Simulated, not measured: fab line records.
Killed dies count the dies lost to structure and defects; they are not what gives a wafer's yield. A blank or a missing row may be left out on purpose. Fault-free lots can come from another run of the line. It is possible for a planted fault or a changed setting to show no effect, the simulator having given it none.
A lot that was struck, set against a sound lot | flow sky130 | 14 out of 708 route steps
Sound: wafers L465.4, L465.5, L465.6. Wafers struck: L473.2, L473.3, L473.5. The cause is named last.
For every step that has rows: the tool of each side, followed by ch and its chambers, followed by its first start. Under that, the readings that differ: sound wafers | struck wafers | difference of the means | sigmas: that difference in standard deviations of wafers without a fault.
alike: readings with means less than 2 such deviations apart, plus words and numbers identical on both sides. not compared: withheld readings, readings lacking a value on some wafer, bounds such as >300 that could conceal the same value, and numbers that have no deviation in the record and whose values overlap.
The two part at a step that has a row with sigmas, a row that says differs or no value, or rows on one side only. Numbers that have no deviation but don't overlap get no sigmas and don't part them. A reading that every wafer of one side lacks parts them only if that side has two wafers or more.

first, 4 steps without rows for these wafers: SKY_LOCAL_INTERCONNECT_SOFTBAKE_07 (time 90 s); SKY_LOCAL_INTERCONNECT_EXPOSE_08 (exposes mask LI1M, target cd 170 nm); SKY_LOCAL_INTERCONNECT_PEB_09; SKY_LOCAL_INTERCONNECT_DEVELOP_10 (develop time 60 s).
SKY_LOCAL_INTERCONNECT_CD_MEAS_11: the cd target is 170 nm.
  sound on cd-sem-01, day 31 18:05; struck on cd-sem-01, day 33 06:32
  alike: cd-nm
SKY_LOCAL_INTERCONNECT_OVL_MEAS_12:
  sound on overlay-02, day 31 18:10; struck on overlay-01, day 33 06:38
  alike: LOCAL_INTERCONNECT_OVL
SKY_LOCAL_INTERCONNECT_ETCH_13: etches BARC in N2/H2, stops on SiO2, time 45.9 s, target depth 60 nm.
  sound on rie-metal-02 ch 0,1, day 31 18:13; struck on rie-metal-02 ch 0,1, day 33 06:40
  alike: drypump-motor-current-A, oes-product-au, throttle-valve-pct
  not compared: rf-hours-counter-h
SKY_LOCAL_INTERCONNECT_METAL_ETCH_14: etches TiN in Cl2/BCl3, stops on PSG, target depth 110 nm, time 31.4 s.
  sound on rie-metal-02 ch 0,1, day 31 18:16; struck on rie-metal-02 ch 0,1, day 33 06:44
  alike: drypump-motor-current-A, oes-product-au, throttle-valve-pct
  not compared: rf-hours-counter-h
SKY_LOCAL_INTERCONNECT_STRIP_15: strips in O2/N2.
  sound on plasma-asher-02 ch 0,1, day 31 18:20; struck on plasma-asher-01 ch 0,1, day 33 06:47
  alike: drypump-motor-current-A, oes-product-au, strip-time-to-endpoint-s
  not compared: rf-hours-counter-h
then, 3 steps without rows for these wafers: SKY_LOCAL_INTERCONNECT_STRIP_16 (strips in post etch residue remover, time 1200 s); SKY_LOCAL_INTERCONNECT_CLEAN_17 (cleans in IPA, time 180 s); SKY_LOCAL_INTERCONNECT_CLEAN_18 (cleans in O3/DIW).
SKY_CONTACT_CVD_00: deposits Si3N4, target thk 75 nm.
  sound on pecvd-04 ch 0,1,2, day 31 18:57; struck on pecvd-04 ch 1,2, day 33 07:26
  no value came back on the struck wafers for heater-power-outer-w (W), heater-power-w (W); on the sound wafers heater-power-outer-w (W) reads 441 479 431
SKY_PAD_OPEN_PROBE_99:
  rows exist in the record for the sound wafers here (prober-01, day 47 09:25), none for the struck ones

== WHERE THEY PART ==
Earliest at SKY_CONTACT_CVD_00; latest, in this record, at SKY_PAD_OPEN_PROBE_99.

WHY: what had been put in by the simulator
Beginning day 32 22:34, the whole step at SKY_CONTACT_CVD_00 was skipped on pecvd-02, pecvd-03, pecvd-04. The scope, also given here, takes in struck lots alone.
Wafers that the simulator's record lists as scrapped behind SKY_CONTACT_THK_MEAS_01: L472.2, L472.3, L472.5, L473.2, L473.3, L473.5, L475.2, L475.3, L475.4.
